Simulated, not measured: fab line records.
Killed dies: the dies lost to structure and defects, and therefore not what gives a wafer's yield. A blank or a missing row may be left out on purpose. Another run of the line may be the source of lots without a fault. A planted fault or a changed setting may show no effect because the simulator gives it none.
What tool caused it? || flow gf180mcu || Sampling: 13 lots, 38 wafers, 3 of 602 route steps

== WHAT THE GAUGES READ, wafer by wafer ==
GF_STI_THK_MEAS_22. Usual: STI_OXIDATION_01_THK gives 15.0 nm (standard deviation 0.3).
{"lot": "L855", "measured": "day 2 03:40", "on": "film metro-02", "STI_OXIDATION_01_THK (nm)": "15.5 15.2 15.2", "flag": ""}
{"lot": "L856", "measured": "day 2 07:47", "on": "film metro-01", "STI_OXIDATION_01_THK (nm)": "15.1 15.3 15.4", "flag": ""}
{"lot": "L857", "measured": "day 2 16:52", "on": "film metro-02", "STI_OXIDATION_01_THK (nm)": "14.7 14.6 14.4", "flag": ""}
{"lot": "L860", "measured": "day 3 07:07", "on": "film metro-02", "STI_OXIDATION_01_THK (nm)": "15.4 15.2 15.1", "flag": ""}
{"lot": "L861", "measured": "day 3 11:02", "on": "film metro-02", "STI_OXIDATION_01_THK (nm)": "14.9 14.7 14.8", "flag": ""}
{"lot": "L862", "measured": "day 3 19:49", "on": "film metro-01", "STI_OXIDATION_01_THK (nm)": "15.4 15.5 15.5", "flag": ""}
{"lot": "L863", "measured": "day 3 23:20", "on": "film metro-04", "STI_OXIDATION_01_THK (nm)": "15.2 15.0 14.8", "flag": ""}
{"lot": "L865", "measured": "day 4 06:39", "on": "film metro-01", "STI_OXIDATION_01_THK (nm)": "14.6 14.8 14.8", "flag": ""}
{"lot": "L867", "measured": "day 4 17:12", "on": "film metro-01", "STI_OXIDATION_01_THK (nm)": "15.4 15.2", "flag": ""}
{"lot": "L875", "measured": "day 6 09:34", "on": "film metro-04", "STI_OXIDATION_01_THK (nm)": "14.7 14.6 14.4", "flag": ""}
{"lot": "L876", "measured": "day 6 15:47", "on": "film metro-04", "STI_OXIDATION_01_THK (nm)": "15.0 14.9 14.9", "flag": ""}
{"lot": "L877", "measured": "day 6 21:04", "on": "film metro-02", "STI_OXIDATION_01_THK (nm)": "14.9 14.9 15.0", "flag": ""}
{"lot": "L878", "measured": "day 7 05:05", "on": "film metro-02", "STI_OXIDATION_01_THK (nm)": "15.1 15.1 15.3", "flag": ""}

GF_MVPSD_TW_MEAS_11. Usual: MVPSD_TW gives 556.0 (standard deviation 2.3).
{"lot": "L855", "measured": "day 4 21:56", "on": "film metro-01", "MVPSD_TW": "553.1 555.9 555.7", "flag": ""}
{"lot": "L856", "measured": "day 5 03:43", "on": "film metro-04", "MVPSD_TW": "560.0 556.9 557.2", "flag": ""}
{"lot": "L857", "measured": "day 5 19:36", "on": "film metro-03", "MVPSD_TW": "555.3 554.3 553.7", "flag": ""}
{"lot": "L860", "measured": "day 6 09:15", "on": "film metro-04", "MVPSD_TW": "554.4 554.7 552.8", "flag": ""}
{"lot": "L861", "measured": "day 6 12:30", "on": "film metro-04", "MVPSD_TW": "553.3 551.3 556.6", "flag": ""}
{"lot": "L862", "measured": "day 6 23:28", "on": "film metro-01", "MVPSD_TW": "557.4 558.8 556.0", "flag": ""}
{"lot": "L863", "measured": "day 7 04:19", "on": "film metro-01", "MVPSD_TW": "553.9 557.5 554.3", "flag": ""}
{"lot": "L865", "measured": "day 7 13:10", "on": "film metro-03", "MVPSD_TW": "557.3 555.8 555.6", "flag": ""}
{"lot": "L867", "measured": "day 7 23:26", "on": "film metro-04", "MVPSD_TW": "557.9 556.2", "flag": ""}
{"lot": "L875", "measured": "day 10 00:19", "on": "film metro-03", "MVPSD_TW": "556.9 558.1 554.9", "flag": ""}
{"lot": "L876", "measured": "day 10 07:40", "on": "film metro-03", "MVPSD_TW": "559.6 560.1 558.5", "flag": ""}
{"lot": "L877", "measured": "day 10 10:42", "on": "film metro-04", "MVPSD_TW": "558.2 559.8 560.1", "flag": ""}
{"lot": "L878", "measured": "day 10 21:26", "on": "film metro-03", "MVPSD_TW": "558.2 557.4 559.1", "flag": ""}

== WHAT TOOL EACH LOT RAN ON (gives the tool, then ch and the chambers of the sampled wafers, and finally the start) ==
{"lot": "L855", "GF_STI_ETCH_14": "rie si-02 ch 0,3, day 2 01:49"}
{"lot": "L856", "GF_STI_ETCH_14": "rie si-01 ch 0,1, day 2 05:49"}
{"lot": "L857", "GF_STI_ETCH_14": "rie si-01 ch 0,2,3, day 2 12:16"}
{"lot": "L860", "GF_STI_ETCH_14": "rie si-02 ch 0,1, day 3 03:49"}
{"lot": "L861", "GF_STI_ETCH_14": "rie si-02 ch 1,2,3, day 3 09:00"}
{"lot": "L862", "GF_STI_ETCH_14": "rie si-02 ch 1,2,3, day 3 17:25"}
{"lot": "L863", "GF_STI_ETCH_14": "rie si-02 ch 0,1,2, day 3 20:57"}
{"lot": "L865", "GF_STI_ETCH_14": "rie si-01 ch 0,1, day 4 04:57"}
{"lot": "L867", "GF_STI_ETCH_14": "rie si-02 ch 2,3, day 4 14:55"}
{"lot": "L875", "GF_STI_ETCH_14": "rie si-01 ch 2,3, day 6 07:54"}
{"lot": "L876", "GF_STI_ETCH_14": "rie si-01 ch 0,2, day 6 14:07"}
{"lot": "L877", "GF_STI_ETCH_14": "rie si-01 ch 2,3, day 6 19:22"}
{"lot": "L878", "GF_STI_ETCH_14": "rie si-02 ch 1,2,3, day 7 01:01"}
- GF_STI_ETCH_14: etches Si in HBr/Cl2/O2, target depth 360 nm, time 102.9 s.

== WHAT THE TOOLS THEMSELVES READ (means of the sampled wafers that have a number; where no wafer has one, the mark that the record gives instead) ==
GF_STI_ETCH_14. Usual: HBr_flow_sccm 150.0 sccm, standard deviation 0.46; drypump motor current A 5.7 A, standard deviation 0.32; oes product au 0.999 a.u., standard deviation 0.0075; rf fwd power W 596.9 W, standard deviation 2.2; run length s 131.1 s, standard deviation 0.5; throttle valve pct 25.657 %, standard deviation 0.01.
{"lot": "L855", "tool": "rie si-02", "HBr_flow_sccm (sccm)": 150.1, "drypump motor current A (A)": 5.3, "oes product au (a.u.)": 0.995, "rf fwd power W (W)": 595.8, "run length s (s)": 131.3, "throttle valve pct (%)": 25.665, "flag": ""}
{"lot": "L856", "tool": "rie si-01", "HBr_flow_sccm (sccm)": 150.5, "drypump motor current A (A)": 5.8, "oes product au (a.u.)": 0.994, "rf fwd power W (W)": 598.2, "run length s (s)": 131.4, "throttle valve pct (%)": 25.654, "flag": ""}
{"lot": "L857", "tool": "rie si-01", "HBr_flow_sccm (sccm)": 149.8, "drypump motor current A (A)": 5.7, "oes product au (a.u.)": 1.000, "rf fwd power W (W)": 596.9, "run length s (s)": 130.9, "throttle valve pct (%)": 25.662, "flag": ""}
{"lot": "L860", "tool": "rie si-02", "HBr_flow_sccm (sccm)": 149.8, "drypump motor current A (A)": 5.7, "oes product au (a.u.)": 1.005, "rf fwd power W (W)": 598.2, "run length s (s)": 131.3, "throttle valve pct (%)": 25.651, "flag": ""}
{"lot": "L861", "tool": "rie si-02", "HBr_flow_sccm (sccm)": 149.9, "drypump motor current A (A)": 6.0, "oes product au (a.u.)": 1.007, "rf fwd power W (W)": 595.8, "run length s (s)": 130.9, "throttle valve pct (%)": 25.667, "flag": ""}
{"lot": "L862", "tool": "rie si-02", "HBr_flow_sccm (sccm)": 149.6, "drypump motor current A (A)": 6.0, "oes product au (a.u.)": 0.995, "rf fwd power W (W)": 594.5, "run length s (s)": 133.3, "throttle valve pct (%)": 25.652, "flag": "OFF"}
{"lot": "L863", "tool": "rie si-02", "HBr_flow_sccm (sccm)": 149.8, "drypump motor current A (A)": 5.8, "oes product au (a.u.)": 1.004, "rf fwd power W (W)": 596.1, "run length s (s)": 133.2, "throttle valve pct (%)": 25.656, "flag": "OFF"}
{"lot": "L865", "tool": "rie si-01", "HBr_flow_sccm (sccm)": 150.2, "drypump motor current A (A)": 5.8, "oes product au (a.u.)": 1.001, "rf fwd power W (W)": 595.3, "run length s (s)": 131.7, "throttle valve pct (%)": 25.661, "flag": ""}
{"lot": "L867", "tool": "rie si-02", "HBr_flow_sccm (sccm)": 150.4, "drypump motor current A (A)": 6.0, "oes product au (a.u.)": 0.996, "rf fwd power W (W)": 595.8, "run length s (s)": 134.4, "throttle valve pct (%)": 25.646, "flag": "OFF"}
{"lot": "L875", "tool": "rie si-01", "HBr_flow_sccm (sccm)": 149.9, "drypump motor current A (A)": 5.6, "oes product au (a.u.)": 1.006, "rf fwd power W (W)": 597.2, "run length s (s)": 130.7, "throttle valve pct (%)": 25.647, "flag": ""}
{"lot": "L876", "tool": "rie si-01", "HBr_flow_sccm (sccm)": 150.0, "drypump motor current A (A)": 5.7, "oes product au (a.u.)": 0.995, "rf fwd power W (W)": 595.0, "run length s (s)": 131.6, "throttle valve pct (%)": 25.670, "flag": ""}
{"lot": "L877", "tool": "rie si-01", "HBr_flow_sccm (sccm)": 149.8, "drypump motor current A (A)": 5.6, "oes product au (a.u.)": 1.002, "rf fwd power W (W)": 597.2, "run length s (s)": 130.9, "throttle valve pct (%)": 25.659, "flag": ""}
{"lot": "L878", "tool": "rie si-02", "HBr_flow_sccm (sccm)": 150.3, "drypump motor current A (A)": 6.0, "oes product au (a.u.)": 0.995, "rf fwd power W (W)": 595.0, "run length s (s)": 130.7, "throttle valve pct (%)": 25.653, "flag": ""}

== THE ANSWER, worked out from the rows above alone ==
Rule: lot off if the mean of its wafers having a number is beyond 3 standard deviations from the usual mean. Also off: a lot with no number at a reading for which 4 or more lots have one. All remaining lots with rows at the step are treated as sound. After the gauges, taken in route order, come the tools' own readings; for these a lot's mean is taken, as printed above. The first step at which some lot is off is used, and at that step the reading that is off furthest; a lot without a number counts as furthest.
Off, at GF_STI_ETCH_14 on run length s: L862, L863, L867.
If a tool, at that step or one of the process steps before it, ran each lot that is off and ran no sound lot following the first of them, it fits. No candidate that was tried fits.

== WHAT THE SIMULATOR HAD PUT IN ==
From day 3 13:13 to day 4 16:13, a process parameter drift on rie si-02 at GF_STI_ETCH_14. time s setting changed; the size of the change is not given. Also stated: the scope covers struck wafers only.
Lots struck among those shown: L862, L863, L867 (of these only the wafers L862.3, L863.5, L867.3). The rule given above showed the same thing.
